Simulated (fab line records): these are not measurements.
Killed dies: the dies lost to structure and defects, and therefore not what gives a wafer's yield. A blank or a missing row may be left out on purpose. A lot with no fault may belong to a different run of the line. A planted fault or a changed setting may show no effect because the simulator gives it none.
What tool caused it? + flow gf180mcu + Sampling: 12 lots, 36 wafers, 7 of 602 route steps

WHAT THE GAUGES SHOWED, per wafer
GF_CONTACT_RS_MEAS_25: a four-point-probe measurement.
| lot  | measured     | on           | CONTACT_W_RS (ohm/sq) |
|------|--------------|--------------|-----------------------|
| L659 | day 16 02:25 | filmMetro-03 | 0.387 0.390 0.392     |
| L661 | day 16 18:54 | filmMetro-03 | 0.386 0.390 0.388     |
| L664 | day 17 23:17 | filmMetro-04 | 0.380 0.540 0.546     |
| L665 | day 18 06:41 | filmMetro-04 | 0.386 0.381 0.543     |
| L672 | day 21 01:26 | filmMetro-03 | 0.383 0.385 0.382     |
| L673 | day 21 10:15 | filmMetro-01 | 0.380 0.380 0.376     |
| L674 | day 21 17:41 | filmMetro-03 | 0.382 0.378 0.383     |
| L675 | day 21 23:46 | filmMetro-04 | 0.382 0.381 0.387     |
| L676 | day 22 08:07 | filmMetro-01 | 0.376 0.382 0.377     |
| L677 | day 22 17:19 | filmMetro-01 | 0.378 0.380 0.377     |
| L680 | day 23 14:37 | filmMetro-01 | 0.382 0.391 0.386     |
| L682 | day 24 09:50 | filmMetro-03 | 0.381 0.386 0.384     |

GF_CONTACT_THK_MEAS_26: measures by xrf.
| lot  | measured     | on           | CONTACT_W_THK (nm) |
|------|--------------|--------------|--------------------|
| L659 | day 16 02:31 | filmMetro-03 | 291 290 288        |
| L661 | day 16 19:01 | filmMetro-03 | 293 289 291        |
| L664 | day 17 23:25 | filmMetro-04 | 294 208 206        |
| L665 | day 18 06:48 | filmMetro-04 | 284 290 205        |
| L672 | day 21 01:32 | filmMetro-03 | 293 291 292        |
| L673 | day 21 10:22 | filmMetro-01 | 293 293 295        |
| L674 | day 21 17:49 | filmMetro-03 | 293 296 292        |
| L675 | day 21 23:53 | filmMetro-04 | 291 291 288        |
| L676 | day 22 08:13 | filmMetro-01 | 299 296 298        |
| L677 | day 22 17:26 | filmMetro-01 | 298 296 299        |
| L680 | day 23 14:44 | filmMetro-01 | 293 284 289        |
| L682 | day 24 09:58 | filmMetro-03 | 291 289 290        |

GF_V5_OVL_MEAS_15.
| lot  | measured     | on         | V5_OVL (nm) |
|------|--------------|------------|-------------|
| L659 | day 27 04:50 | overlay-02 | 9 3 4       |
| L661 | day 27 20:20 | overlay-01 | 1 -2 4      |
| L664 | day 28 20:17 | overlay-01 | -5 -5 0     |
| L665 | day 29 01:11 | overlay-02 | -11 -4 -5   |
| L672 | day 31 06:14 | overlay-01 | -5 0 -8     |
| L673 | day 31 10:34 | overlay-02 | -4 -1 -10   |
| L674 | day 31 17:56 | overlay-01 | -11 -4 -7   |
| L675 | day 31 21:34 | overlay-01 | 5 4 -2      |
| L676 | day 32 04:33 | overlay-01 | -2 1 0      |
| L677 | day 32 10:17 | overlay-02 | 7 0 10      |
| L680 | day 33 06:34 | overlay-02 | 2 1 -4      |
| L682 | day 33 17:07 | overlay-02 | -2 -6 0     |

EACH LOT AND THE TOOL THAT RAN IT (in order: tool; ch and the chambers of the sampled wafers; start)
| lot  | GF_CONTACT_CVD_24            | GF_CONTACT_CMP_27             | GF_V1_ETCH_17                                | GF_MIM_SPUTTER_03           |
|------|------------------------------|-------------------------------|----------------------------------------------|-----------------------------|
| L659 | cvdW-02 ch 0,1, day 16 02:17 | cmp-01 ch 2,3, day 16 02:34   | rieDiel-02 ch 0,2,3, day 24 11:03 or earlier | pvdSputter-03, day 24 11:03 |
| L661 | cvdW-02 ch 0, day 16 18:47   | cmp-01 ch 0,1,2, day 16 19:07 | rieDiel-04 ch 0,1,3, day 25 02:44 or earlier | pvdSputter-01, day 25 02:44 |
| L664 | cvdW-02 ch 0,1, day 17 23:11 | cmp-02 ch 0,1,3, day 17 23:56 | rieDiel-04 ch 2,3, day 26 07:11 or earlier   | pvdSputter-03, day 26 07:11 |
| L665 | cvdW-02 ch 0,1, day 18 06:35 | cmp-01 ch 0,1, day 18 06:52   | rieDiel-04 ch 0,3, day 26 12:20 or earlier   | pvdSputter-01, day 26 12:20 |
| L672 | cvdW-01 ch 0,1, day 21 01:20 | cmp-02 ch 1,2,3, day 21 01:37 | rieDiel-02 ch 0,2, day 28 21:05 or earlier   | pvdSputter-01, day 28 21:05 |
| L673 | cvdW-02 ch 0,1, day 21 10:09 | cmp-02 ch 0,2,3, day 21 10:26 | rieDiel-02 ch 0,1,3, day 29 01:08 or earlier | pvdSputter-03, day 29 01:08 |
| L674 | cvdW-02 ch 0,1, day 21 17:35 | cmp-01 ch 1,2,3, day 21 17:55 | rieDiel-03 ch 0,1,3, day 29 09:05 or earlier | pvdSputter-04, day 29 09:05 |
| L675 | cvdW-02 ch 0,1, day 21 23:40 | cmp-01 ch 0,2,3, day 21 23:57 | rieDiel-04 ch 1,2,3, day 29 13:24 or earlier | pvdSputter-03, day 29 13:24 |
| L676 | cvdW-02 ch 1, day 22 07:56   | cmp-02 ch 0,1,3, day 22 08:18 | rieDiel-02 ch 2,3, day 29 22:20 or earlier   | pvdSputter-04, day 29 22:20 |
| L677 | cvdW-01 ch 1, day 22 17:13   | cmp-02 ch 0,2,3, day 22 17:30 | rieDiel-03 ch 0,1,2, day 30 04:14 or earlier | pvdSputter-04, day 30 04:14 |
| L680 | cvdW-02 ch 0,1, day 23 14:31 | cmp-02 ch 0,1,3, day 23 14:51 | rieDiel-02 ch 0,1,3, day 31 02:32 or earlier | pvdSputter-01, day 31 02:32 |
| L682 | cvdW-02 ch 0,1, day 24 09:44 | cmp-01 ch 0,1,2, day 24 10:01 | rieDiel-02 ch 1,2, day 31 13:56 or earlier   | pvdSputter-04, day 31 13:56 |
- GF_CONTACT_CVD_24: deposits W, target thk 300 nm, time 90.339 s.
- GF_CONTACT_CMP_27: polishes, stops on SiO2, t overpolish 15 s, target thk 0 nm.
- GF_V1_ETCH_17: etches SiO2 in C4F8/O2/Ar, stops on TiN, target depth 630 nm.
- GF_MIM_SPUTTER_03: material Ti, target thk 10 nm, time 6.7 s.

WHAT THE TOOLS THEMSELVES READ (means of the sampled wafers that have a number; where no wafer has one, the mark that the record gives instead)
GF_CONTACT_CVD_24.
| lot  | tool    | heaterPowerW (W) |
|------|---------|------------------|
| L659 | cvdW-02 | 848              |
| L661 | cvdW-02 | 843              |
| L664 | cvdW-02 | 807              |
| L665 | cvdW-02 | 815              |
| L672 | cvdW-01 | 930              |
| L673 | cvdW-02 | 804              |
| L674 | cvdW-02 | 822              |
| L675 | cvdW-02 | 817              |
| L676 | cvdW-02 | 841              |
| L677 | cvdW-01 | 927              |
| L680 | cvdW-02 | 827              |
| L682 | cvdW-02 | 848              |

GF_CONTACT_CMP_27.
| lot  | tool   | edgeZonePressureFrac | motorCurrentA (A) | slurryFilterDpKPa (kPa) | timeToEndpointS (s) |
|------|--------|----------------------|-------------------|-------------------------|---------------------|
| L659 | cmp-01 | 1.006                | 9.5               | 13.51                   | 72.0                |
| L661 | cmp-01 | 0.998                | 11.5              | 13.47                   | 72.7                |
| L664 | cmp-02 | 0.998                | 10.1              | 13.52                   | 59.3                |
| L665 | cmp-01 | 0.999                | 11.7              | 13.54                   | 64.4                |
| L672 | cmp-02 | 1.000                | 10.6              | 13.47                   | 73.9                |
| L673 | cmp-02 | 1.000                | 10.7              | 13.35                   | 73.3                |
| L674 | cmp-01 | 0.996                | 10.1              | 13.59                   | 73.7                |
| L675 | cmp-01 | 1.004                | 11.5              | 13.55                   | 70.5                |
| L676 | cmp-02 | 1.004                | 10.4              | 13.51                   | 74.4                |
| L677 | cmp-02 | 0.998                | 11.0              | 13.46                   | 72.1                |
| L680 | cmp-02 | 0.995                | 9.8               | 13.36                   | 72.3                |
| L682 | cmp-01 | 1.005                | 11.6              | 13.42                   | 72.3                |

GF_V1_ETCH_17.
| lot  | tool       | oesProductAu (a.u.) |
|------|------------|---------------------|
| L659 | rieDiel-02 | 0.859               |
| L661 | rieDiel-04 | 0.862               |
| L664 | rieDiel-04 | 0.853               |
| L665 | rieDiel-04 | 0.855               |
| L672 | rieDiel-02 | 0.854               |
| L673 | rieDiel-02 | 0.857               |
| L674 | rieDiel-03 | 0.856               |
| L675 | rieDiel-04 | 0.854               |
| L676 | rieDiel-02 | 0.857               |
| L677 | rieDiel-03 | 0.856               |
| L680 | rieDiel-02 | 0.852               |
| L682 | rieDiel-02 | 0.858               |

GF_MIM_SPUTTER_03.
| lot  | tool          | throttleValvePct (%) |
|------|---------------|----------------------|
| L659 | pvdSputter-03 | 29.8                 |
| L661 | pvdSputter-01 | 30.5                 |
| L664 | pvdSputter-03 | 30.2                 |
| L665 | pvdSputter-01 | 30.2                 |
| L672 | pvdSputter-01 | 30.6                 |
| L673 | pvdSputter-03 | 30.3                 |
| L674 | pvdSputter-04 | 30.2                 |
| L675 | pvdSputter-03 | 29.4                 |
| L676 | pvdSputter-04 | 30.8                 |
| L677 | pvdSputter-04 | 30.4                 |
| L680 | pvdSputter-01 | 30.9                 |
| L682 | pvdSputter-04 | 30.2                 |

THE ANSWER, worked out from the rows above alone
Rule: the usual values come from the lots themselves. Put in order of their means at a reading, lots are off if they are a third of the lots or fewer, leave a main group of 4 or more, and stand apart from it by a gap of 3 or more times the standard deviation of the main group's means; of several such gaps the widest counts. A main group whose means are all the same, to the digits that the tables above print for the reading, isn't used. Also off: a lot with no number at a reading for which 4 or more lots have one. The other lots that the step has rows for count as sound. After the gauges, taken in route order, come the tools' own readings; for these a lot's mean is taken, as printed above. The first step at which some lot is off is used, and at that step the reading that is off furthest; a lot without a number counts as furthest.
Off: L664, L665, seen at GF_CONTACT_RS_MEAS_25 (CONTACT_W_RS). The main group: mean 0.383 ohm/sq, standard deviation 0.0038.
A tool fits if, at a process step before that reading, it ran every lot that is off, and no sound lot after the first of them. The gauges at GF_CONTACT_RS_MEAS_25 aren't tried: what is off there is off at GF_CONTACT_CMP_27 too, on other tools, and a gauge's error can't cause that. None of those tried fits.

WHAT THE SIMULATOR PUT IN
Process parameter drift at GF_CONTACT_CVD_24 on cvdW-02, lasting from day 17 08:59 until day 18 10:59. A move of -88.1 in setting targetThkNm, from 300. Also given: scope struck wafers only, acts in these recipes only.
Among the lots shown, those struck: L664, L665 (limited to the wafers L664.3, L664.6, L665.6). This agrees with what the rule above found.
